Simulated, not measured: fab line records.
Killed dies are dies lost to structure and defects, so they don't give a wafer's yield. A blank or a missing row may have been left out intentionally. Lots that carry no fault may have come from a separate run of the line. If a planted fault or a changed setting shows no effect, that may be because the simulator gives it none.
The tool behind it: which one? | flow gf180mcu | 12 lots with 36 wafers sampled at 2 steps, on a route of 602 steps

## WHAT THE GAUGES SHOWED, per wafer
GF_NWELL_TW_MEAS_11.
lot  | measured    | on            | NWELL_TW
L075 | day 3 14:06 | film_metro-01 | 1568 1569 1569
L077 | day 4 02:18 | film_metro-04 | 1570 1564 1559
L079 | day 4 12:33 | film_metro-04 | 1573 1579 1586
L081 | day 5 00:28 | film_metro-01 | 1569 1577 1567
L083 | day 5 11:05 | film_metro-02 | 1551 1552 1559
L085 | day 5 20:32 | film_metro-01 | 1572 1568 1567
L087 | day 6 07:32 | film_metro-02 | 1562 1572 1556
L089 | day 7 01:40 | film_metro-01 | 1587 1584 1580
L091 | day 7 07:32 | film_metro-04 | 1563 1571 1566
L093 | day 7 20:14 | film_metro-02 | 1564 1568 1569
L095 | day 8 09:02 | film_metro-02 | 1557 1564 1566
L097 | day 8 18:40 | film_metro-02 | 1574 1580 1573

## WHAT TOOL EACH LOT RAN ON (gives the tool, then ch and the chambers of the sampled wafers, and finally the start)
lot  | GF_STI_ETCH_14
L075 | rie_si-02 ch 0,1,3, day 2 06:31
L077 | rie_si-02 ch 1,2, day 2 17:04
L079 | rie_si-01 ch 1,3, day 3 04:12
L081 | rie_si-01 ch 0,1, day 3 14:53
L083 | rie_si-02 ch 0,2, day 4 00:25
L085 | rie_si-02 ch 2,3, day 4 10:38
L087 | rie_si-01 ch 0,1,3, day 4 20:19
L089 | rie_si-02 ch 2,3, day 5 06:41
L091 | rie_si-01 ch 0,2,3, day 5 17:07
L093 | rie_si-01 ch 0,2, day 6 07:20
L095 | rie_si-02 ch 0,3, day 6 16:28
L097 | rie_si-01 ch 2,3, day 7 00:21
- GF_STI_ETCH_14: etches Si in HBr/Cl2/O2, target depth 360 nm, time 102.9 s.

## THE ANSWER, worked out from the rows above alone
Rule: usual is defined by the lots themselves. Put in order of their means at a reading, lots are off if they are a third of the lots or fewer, leave a main group of 4 or more, and stand apart from it by a gap of 3 or more times the standard deviation of the main group's means; of several such gaps the widest counts. If all means in a main group match to the digits the tables above print for the reading, that group is not used. Also off: a lot with no number at a reading for which 4 or more lots have one. Any other lot the step has rows for is counted as sound.
Across all readings shown, no lot is off: no conclusion can be drawn from this.

## WHAT THE SIMULATOR HAD PUT IN
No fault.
